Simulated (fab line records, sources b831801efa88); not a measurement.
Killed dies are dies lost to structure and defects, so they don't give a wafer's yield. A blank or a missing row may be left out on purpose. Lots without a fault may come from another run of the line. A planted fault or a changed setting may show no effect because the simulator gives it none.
Chamber matching | flow gf180mcu | GF_V3_CMP_26 on cmp-02: 4 sister chambers
The step polishes, stops on SiO2, t overpolish 15 s, target thk 0 nm. 8 wafers are shown with their chamber, then 9 later ones without.

WAFERS WITH THEIR CHAMBER
wafer  | chamber | motor_current_A (A) | time_to_endpoint_s (s)
L461.1 | 1       | 14.0                | 86
L461.6 | 2       | 10.7                | 83
L462.1 | 1       | 14.0                | 88
L465.1 | 0       | 9.6                 | 84
L465.3 | 2       | 10.6                | 79
L469.2 | 0       | 9.9                 | 82
L469.3 | 3       | 12.5                | 86
L469.6 | 3       | 12.3                | 90

WAFERS WITHOUT THEIR CHAMBER
wafer  | motor_current_A (A) | time_to_endpoint_s (s)
L470.3 | 9.7                 | 82
L470.4 | 12.2                | 88
L470.6 | 9.4                 | 83
L472.3 | 11.1                | 77
L472.4 | 12.5                | 91
L472.5 | 11.0                | 78
L473.2 | 10.9                | 75
L473.3 | 13.5                | 89
L473.6 | 10.0                | 85

WHICH CHAMBER EACH WENT THROUGH
wafer  | from the rows above | in truth
L470.3 | 0                   | 0
L470.4 | 3                   | 3
L470.6 | 0                   | 0
L472.3 | 2                   | 2
L472.4 | 3                   | 3
L472.5 | 2                   | 2
L473.2 | 2                   | 2
L473.3 | 1                   | 1
L473.6 | 0                   | 0
Placed correctly: 9 of 9. Can't be placed from these rows: 0. Placed wrongly: 0.
How it was worked out, from the rows above alone: a wafer's distance from a chamber is the root of the sum, over the readings, of the square of ((its reading less the chamber's mean) divided by the reading's scatter). The wafer belongs to the nearest chamber; if the next one is less than 2 further off, it can't be placed. A chamber's mean is the mean of its shown wafers. The scatter: the root of (the sum of the squares of (reading less its chamber's mean) over the shown wafers, divided by (wafers less chambers)).
